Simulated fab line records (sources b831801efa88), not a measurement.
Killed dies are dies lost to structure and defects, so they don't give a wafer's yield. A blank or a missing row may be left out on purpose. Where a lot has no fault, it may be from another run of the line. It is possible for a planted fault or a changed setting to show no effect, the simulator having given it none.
Which of the tools did it? :: flow sky130 :: 42 wafers from 14 lots sampled at 2 of the route's 708 steps

WHAT THE GAUGES SHOWED, per wafer
SKY_CAP2M_THK_MEAS_04: measures by xrf. Usual: CAP2M_TIN_THK gives 199.9 nm (standard deviation 2.5).
lot: L286
measured: day 39 19:11
on: film-metro-03
CAP2M_TIN_THK (nm): 198.0 199.0 199.2
flag: 

lot: L288
measured: day 40 04:58
on: film-metro-03
CAP2M_TIN_THK (nm): 198.9 198.3 197.8
flag: 

lot: L291
measured: day 41 18:10
on: film-metro-01
CAP2M_TIN_THK (nm): 200.0 199.3 196.4
flag: 

lot: L292
measured: day 41 20:59
on: film-metro-04
CAP2M_TIN_THK (nm): 201.8 204.8 202.3
flag: 

lot: L294
measured: day 42 16:17
on: film-metro-03
CAP2M_TIN_THK (nm): 198.1 201.4 200.6
flag: 

lot: L299
measured: day 43 19:52
on: film-metro-01
CAP2M_TIN_THK (nm): 200.6 202.9 200.1
flag: 

lot: L301
measured: day 44 03:04
on: film-metro-03
CAP2M_TIN_THK (nm): 195.6 195.9 196.7
flag: 

lot: L302
measured: day 44 08:07
on: film-metro-01
CAP2M_TIN_THK (nm): 206.8 203.7 207.5
flag: 

lot: L303
measured: day 44 17:28
on: film-metro-03
CAP2M_TIN_THK (nm): 199.9 198.0 201.1
flag: 

lot: L304
measured: day 44 21:11
on: film-metro-04
CAP2M_TIN_THK (nm): 200.9 201.2 204.9
flag: 

lot: L305
measured: day 44 23:52
on: film-metro-01
CAP2M_TIN_THK (nm): 204.1 200.7 201.6
flag: 

lot: L306
measured: day 45 12:14
on: film-metro-04
CAP2M_TIN_THK (nm): 199.1 195.5 198.7
flag: 

lot: L307
measured: day 45 19:46
on: film-metro-04
CAP2M_TIN_THK (nm): 198.5 197.3 197.3
flag: 

lot: L309
measured: day 46 08:21
on: film-metro-03
CAP2M_TIN_THK (nm): 202.0 206.7 200.7
flag: 

SKY_METAL4_CD_MEAS_13: the cd target is 300 nm. Usual: cd-nm reads 299.9 nm (standard deviation 1.3).
lot: L286
measured: day 41 19:42
on: cd-sem-02
cd-nm (nm): 298.6 298.4 299.0
flag: 

lot: L288
measured: day 42 03:41
on: cd-sem-02
cd-nm (nm): 301.1 298.5 301.1
flag: 

lot: L291
measured: day 43 17:11
on: cd-sem-02
cd-nm (nm): 300.4 299.8 299.3
flag: 

lot: L292
measured: day 43 20:16
on: cd-sem-02
cd-nm (nm): 298.7 297.9 298.5
flag: 

lot: L294
measured: day 44 13:02
on: cd-sem-02
cd-nm (nm): 298.8 298.6 297.6
flag: 

lot: L299
measured: day 45 16:01
on: cd-sem-02
cd-nm (nm): 300.1 299.1 301.0
flag: 

lot: L301
measured: day 45 23:04
on: cd-sem-02
cd-nm (nm): 298.4 298.7 300.2
flag: 

lot: L302
measured: day 46 01:43
on: cd-sem-02
cd-nm (nm): 299.9 299.3 299.1
flag: 

lot: L303
measured: day 46 12:45
on: cd-sem-01
cd-nm (nm): 301.2 301.7 302.2
flag: 

lot: L304
measured: day 46 16:02
on: cd-sem-01
cd-nm (nm): 299.1 300.6 301.6
flag: 

lot: L305
measured: day 46 18:20
on: cd-sem-01
cd-nm (nm): 299.9 299.2 300.0
flag: 

lot: L306
measured: day 47 06:58
on: cd-sem-01
cd-nm (nm): 298.9 298.9 299.6
flag: 

lot: L307
measured: day 47 12:52
on: cd-sem-02
cd-nm (nm): 296.7 297.5 298.3
flag: 

lot: L309
measured: day 48 00:33
on: cd-sem-01
cd-nm (nm): 301.6 300.8 300.8
flag: 

TOOL THAT RAN EACH LOT (tool first, then ch and the chambers of the sampled wafers, then the start)
The record holds no process step before these readings.

AS READ BY THE TOOLS THEMSELVES (means over the sampled wafers that have a number; for cases with no such wafer, the mark the record gives instead)
The record holds no such reading with a usual standard deviation.

THE ANSWER, worked out from the rows above alone
Rule: a lot is off if the mean of its wafers that have a number lies more than 3 standard deviations from the usual mean. Also off: a lot with no number at a reading for which 4 or more lots have one. Where the step has rows for the other lots, those lots are counted as sound. The gauges are gone through in route order, then the tools' own readings, and for those a lot's mean is taken as printed above. The first step at which some lot is off is used, and at that step the reading that is off furthest; a lot without a number counts as furthest.
Across all readings shown, no lot is off: no conclusion can be drawn from this.

WHAT THE SIMULATOR HAD PUT IN
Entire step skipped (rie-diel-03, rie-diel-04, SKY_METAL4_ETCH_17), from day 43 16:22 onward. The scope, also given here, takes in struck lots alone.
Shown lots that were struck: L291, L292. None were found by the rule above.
